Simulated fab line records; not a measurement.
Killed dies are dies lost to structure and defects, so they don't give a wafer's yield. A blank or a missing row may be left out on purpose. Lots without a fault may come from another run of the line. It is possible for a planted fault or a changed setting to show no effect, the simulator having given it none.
Which tool did it? || flow gf180mcu || Sampling: 12 lots, 36 wafers, 4 of 602 route steps

== WHAT THE GAUGES READ, wafer by wafer ==
GF_M5_OVL_MEAS_08.
{"lot": "L075", "measured": "day 26 23:44", "on": "overlay-01", "M5_OVL (nm)": "12 -3 5"}
{"lot": "L077", "measured": "day 28 02:08", "on": "overlay-02", "M5_OVL (nm)": "5 4 -6"}
{"lot": "L079", "measured": "day 28 22:06", "on": "overlay-01", "M5_OVL (nm)": "16 5 6"}
{"lot": "L080", "measured": "day 29 06:08", "on": "overlay-02", "M5_OVL (nm)": "3 -2 13"}
{"lot": "L084", "measured": "day 29 21:00", "on": "overlay-01", "M5_OVL (nm)": "10 4 15"}
{"lot": "L085", "measured": "day 30 10:15", "on": "overlay-01", "M5_OVL (nm)": "0 4 -5"}
{"lot": "L087", "measured": "day 30 18:41", "on": "overlay-01", "M5_OVL (nm)": "-8 1 -4"}
{"lot": "L090", "measured": "day 31 15:50", "on": "overlay-01", "M5_OVL (nm)": "2 4 3"}
{"lot": "L091", "measured": "day 31 21:26", "on": "overlay-02", "M5_OVL (nm)": "-1 -2 8"}
{"lot": "L093", "measured": "day 32 13:45", "on": "overlay-01", "M5_OVL (nm)": "-10 -9 -13"}
{"lot": "L095", "measured": "day 32 20:54", "on": "overlay-02", "M5_OVL (nm)": "-3 4 2"}
{"lot": "L096", "measured": "day 33 07:47", "on": "overlay-01", "M5_OVL (nm)": "13 -6 7"}

== WHICH TOOL RAN EACH LOT (tool, then ch and the chambers of the sampled wafers, then the start) ==
{"lot": "L075", "GF_M4_SPUTTER_02": "pvd-sputter-01, day 23 03:22", "GF_V4_SPUTTER_22": "pvd-sputter-02, day 25 03:05", "GF_MIM_SPUTTER_03": "pvd-sputter-03, day 25 03:58"}
{"lot": "L077", "GF_M4_SPUTTER_02": "pvd-sputter-03, day 24 10:01", "GF_V4_SPUTTER_22": "pvd-sputter-01, day 26 07:38", "GF_MIM_SPUTTER_03": "pvd-sputter-02, day 26 08:25"}
{"lot": "L079", "GF_M4_SPUTTER_02": "pvd-sputter-03, day 25 09:07", "GF_V4_SPUTTER_22": "pvd-sputter-02, day 27 05:47", "GF_MIM_SPUTTER_03": "pvd-sputter-04, day 27 06:35"}
{"lot": "L080", "GF_M4_SPUTTER_02": "pvd-sputter-03, day 25 16:37", "GF_V4_SPUTTER_22": "pvd-sputter-01, day 27 12:52", "GF_MIM_SPUTTER_03": "pvd-sputter-03, day 27 13:39"}
{"lot": "L084", "GF_M4_SPUTTER_02": "pvd-sputter-03, day 26 09:46", "GF_V4_SPUTTER_22": "pvd-sputter-02, day 28 04:40", "GF_MIM_SPUTTER_03": "pvd-sputter-03, day 28 05:27"}
{"lot": "L085", "GF_M4_SPUTTER_02": "pvd-sputter-01, day 26 23:35", "GF_V4_SPUTTER_22": "pvd-sputter-01, day 28 18:09", "GF_MIM_SPUTTER_03": "pvd-sputter-02, day 28 18:56"}
{"lot": "L087", "GF_M4_SPUTTER_02": "pvd-sputter-01, day 27 08:58", "GF_V4_SPUTTER_22": "pvd-sputter-02, day 29 02:39", "GF_MIM_SPUTTER_03": "pvd-sputter-03, day 29 03:26"}
{"lot": "L090", "GF_M4_SPUTTER_02": "pvd-sputter-03, day 28 09:25", "GF_V4_SPUTTER_22": "pvd-sputter-03, day 30 02:11", "GF_MIM_SPUTTER_03": "pvd-sputter-03, day 30 02:59"}
{"lot": "L091", "GF_M4_SPUTTER_02": "pvd-sputter-03, day 28 15:18", "GF_V4_SPUTTER_22": "pvd-sputter-03, day 30 07:58", "GF_MIM_SPUTTER_03": "pvd-sputter-04, day 30 08:46"}
{"lot": "L093", "GF_M4_SPUTTER_02": "pvd-sputter-03, day 29 09:40", "GF_V4_SPUTTER_22": "pvd-sputter-03, day 31 01:31", "GF_MIM_SPUTTER_03": "pvd-sputter-04, day 31 02:19"}
{"lot": "L095", "GF_M4_SPUTTER_02": "pvd-sputter-03, day 29 16:20", "GF_V4_SPUTTER_22": "pvd-sputter-03, day 31 08:56", "GF_MIM_SPUTTER_03": "pvd-sputter-04, day 31 10:03"}
{"lot": "L096", "GF_M4_SPUTTER_02": "pvd-sputter-04, day 30 06:31", "GF_V4_SPUTTER_22": "pvd-sputter-02, day 31 21:22", "GF_MIM_SPUTTER_03": "pvd-sputter-04, day 31 22:10"}
- GF_M4_SPUTTER_02: material AlCu, target thk 450 nm, time 23.9 s.
- GF_V4_SPUTTER_22: material TiN, target thk 10 nm, time 40 s.
- GF_MIM_SPUTTER_03: material Ti, target thk 10 nm, time 6.7 s.

== THE ANSWER, worked out from the rows above alone ==
Rule: usual is defined by the lots themselves. The widest of any qualifying gaps counts: lots, ordered by their means at a reading, are off when they make up no more than a third of the lots, leave a main group of 4 or more, and stand apart from it by 3 or more times the standard deviation of that group's means. The tables above print the reading to a certain number of digits; a main group whose means all agree to those digits is not used. A lot without any number at a reading at which 4 lots or more have one is off too. Any other lot the step has rows for is counted as sound.
No lot is off on any of the readings shown, so nothing can be concluded from this.

== WHAT THE SIMULATOR PUT IN ==
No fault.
